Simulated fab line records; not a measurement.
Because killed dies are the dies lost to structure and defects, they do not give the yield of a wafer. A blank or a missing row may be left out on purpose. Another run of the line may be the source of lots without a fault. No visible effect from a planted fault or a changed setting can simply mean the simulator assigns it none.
A lot that was struck, set against a sound lot	flow gf180mcu	44 out of 602 route steps
Sound: the wafers L450.1, L450.2, L450.6. Struck: wafer L457.6; the same lot's L457.3 was not struck, so it is left out; see the end for the cause.
Each step with rows lists, per side, the tool, then ch with its chambers, then its first start. Under that, the readings that differ: sound wafers	struck wafers	difference of the means	sigmas: that difference in standard deviations of wafers without a fault.
alike: a reading whose means differ by less than 2 such deviations, as well as words and numbers matching on both sides. not compared: withheld readings; readings where some wafer has no value; bounds like >300 that might hide an equal value; numbers whose values overlap and for which the record gives no deviation.
Wherever a step has rows on one side only, a row that says differs or no value, or a row with sigmas, the two part there. Non-overlapping numbers with no deviation appear without sigmas and do not part them. A reading missing from all wafers of one side parts the sides only when that side holds two or more wafers.

first, 3 steps without rows for these wafers: GF_V2_STRIP_19 (strips in post etch residue remover, time 1200 s); GF_V2_CLEAN_20 (cleans in DIW); GF_V2_SPUTTER_21 (material Ti, target thk 15 nm, time 80.02 s).
GF_V2_SPUTTER_22: material TiN, target thk 10 nm, time 40 s.
  sound on pvd_sputter-04, day 20 06:36; struck on pvd_sputter-03, day 23 00:42
  alike: cathode_dc_power_W, throttle_valve_pct
GF_V2_CVD_23: deposits W, target thk 350 nm, time 104.94 s.
  sound on cvd_w-01 ch 0,1, day 20 06:38; struck on cvd_w-01 ch 1, day 23 00:47
  alike: heater_power_w
GF_V2_RS_MEAS_24: measures by four-point-probe.
  sound on film_metro-01, day 20 06:46; struck on film_metro-04, day 23 00:53
  alike: V2_W_RS
GF_V2_THK_MEAS_25: measures by xrf.
  sound on film_metro-01, day 20 06:53; struck on film_metro-04, day 23 00:59
  alike: V2_W_THK
GF_V2_CMP_26: polishes, stops on SiO2, t overpolish 15 s, target thk 0 nm.
  sound on cmp-01 ch 0,2, day 20 06:59; struck on cmp-01 ch 3, day 23 01:27
reading	sound	struck	difference	sigmas
time_to_endpoint_s (s)	84.6 83.6 84.9	78.6	-5.8	-2
  alike: head_pressure_psi, motor_current_A, overpolish_run_s
then, 3 steps without rows for these wafers: GF_M3_SPUTTER_00 (material Ti, target thk 37.5 nm, time 150 s); GF_M3_SPUTTER_01 (material TiN, target thk 30 nm, time 25 s); GF_M3_SPUTTER_02 (material AlCu, target thk 450 nm, time 23.9 s).
GF_M3_SPUTTER_03: material Ti, target thk 10 nm, time 6.7 s.
  sound on pvd_sputter-02, day 20 07:24; struck on pvd_sputter-01, day 23 01:49
  alike: cathode_dc_power_W, throttle_valve_pct
GF_M3_SPUTTER_04: material TiN, target thk 50 nm, time 41.7 s.
  sound on pvd_sputter-02, day 20 07:25; struck on pvd_sputter-01, day 23 01:50
reading	sound	struck	difference	sigmas
cathode_dc_power_W (W)	6499.5 6499.7 6499.1	5050.3	-1449.1	-99 or more
model.TiN_of_M3_SPUTTER_04.thk_nm (nm)	50.11 50.72 50.32	39.41	-10.97	
  alike: throttle_valve_pct
GF_M3_RS_MEAS_05: measures by four-point-probe.
  sound on film_metro-03, day 20 07:28; struck on film_metro-04, day 23 01:55
  alike: M3_ALCU_RS
GF_M3_THK_MEAS_06: measures by xrf.
  sound on film_metro-03, day 20 07:35; struck on film_metro-04, day 23 02:01
  alike: M3_ALCU_THK
then, 7 steps without rows for these wafers: GF_M3_DEHYDRATE_07 (time 60 s); GF_M3_HMDS_08 (prime time 60 s); GF_M3_COAT_09 (resist thk 1000 nm); GF_M3_SOFTBAKE_10 (time 60 s); GF_M3_EXPOSE_11 (exposes mask Metal3, target cd 280 nm); GF_M3_PEB_12 (peb time 90 s); GF_M3_DEVELOP_13 (develop time 60 s).
GF_M3_CD_MEAS_14 targets a cd of 280 nm.
  sound on cd_sem-02, day 21 08:01; struck on cd_sem-02, day 24 00:01
  alike: cd_nm
GF_M3_OVL_MEAS_15:
  sound on overlay-02, day 21 08:08; struck on overlay-02, day 24 00:06
  alike: M3_OVL
then, 1 step without rows for these wafers: GF_M3_METAL_ETCH_16 (etches the open film in Cl2/BCl3, stops on SiO2, target depth 750.8 nm, time 125.1 s).
GF_M3_STRIP_17: strips in O2/N2.
  sound on plasma_asher-02 ch 0,1, day 21 08:19; struck on plasma_asher-01 ch 0, day 24 00:17
reading	sound	struck	difference	sigmas
drypump_motor_current_A (A)	5.6 5.6 5.6	6.4	+0.8	+2
  alike: heater_power_w, oes_product_au, strip_time_to_endpoint_s
  not compared: rf_hours_counter_h
then, 3 steps without rows for these wafers: GF_M3_STRIP_18 (strips in post etch residue remover, time 1200 s); GF_M3_CLEAN_19 (cleans in DIW); GF_V3_CVD_00 (deposits SiO2, target thk 600 nm, time 100 s).
GF_V3_THK_MEAS_01:
  sound on film_metro-03, day 21 08:55; struck on film_metro-03, day 24 00:53
  alike: V3_CVD_00_THK
then, 1 step without rows for these wafers: GF_V3_CVD_02 (deposits SiO2 from TEOS, target thk 850 nm, time 94.851 s).
GF_V3_THK_MEAS_03:
  sound on film_metro-01, day 21 09:03; struck on film_metro-02, day 24 01:01
  alike: V3_CVD_02_THK
then, 1 step without rows for these wafers: GF_V3_CMP_04 (polishes SiO2).
GF_V3_BOW_MEAS_05:
  sound on film_metro-01, day 21 09:25; struck on film_metro-02, day 24 01:24
  alike: V3_BOW
then, 8 steps without rows for these wafers: GF_V3_DEHYDRATE_06 (time 60 s); GF_V3_HMDS_07 (prime time 60 s); GF_V3_COAT_08; GF_V3_COAT_09 (resist thk 1000 nm); GF_V3_SOFTBAKE_10 (time 60 s); GF_V3_EXPOSE_11 (exposes mask Via3, target cd 260 nm); GF_V3_PEB_12 (peb time 90 s); GF_V3_DEVELOP_13 (develop time 60 s).
GF_V3_STRIP_19: strips in post etch residue remover, time 1200 s.
  sound on wet_bench-04 ch 1, day 22 09:30; struck on wet_bench-04 ch 2, day 24 21:48
reading	sound	struck	difference	sigmas
model.TiN_of_M3_SPUTTER_04.thk_nm (nm)	49.27 49.88 49.49	38.56	-10.99	
-- the record jumps here: 6 days lie between the struck wafers' starts before and after (it left off in module V3 and takes up again in module PASSIVATION, whose first step shown is number 602 of the route) --
GF_PASSIVATION_PROBE_99:
  the record has rows for the struck wafers here (prober-01, day 31 04:48) and none for the sound ones

== WHERE THEY PART ==
At GF_V2_CMP_26 first; at GF_PASSIVATION_PROBE_99 last (within this record only).

WHY: what the simulator had put in
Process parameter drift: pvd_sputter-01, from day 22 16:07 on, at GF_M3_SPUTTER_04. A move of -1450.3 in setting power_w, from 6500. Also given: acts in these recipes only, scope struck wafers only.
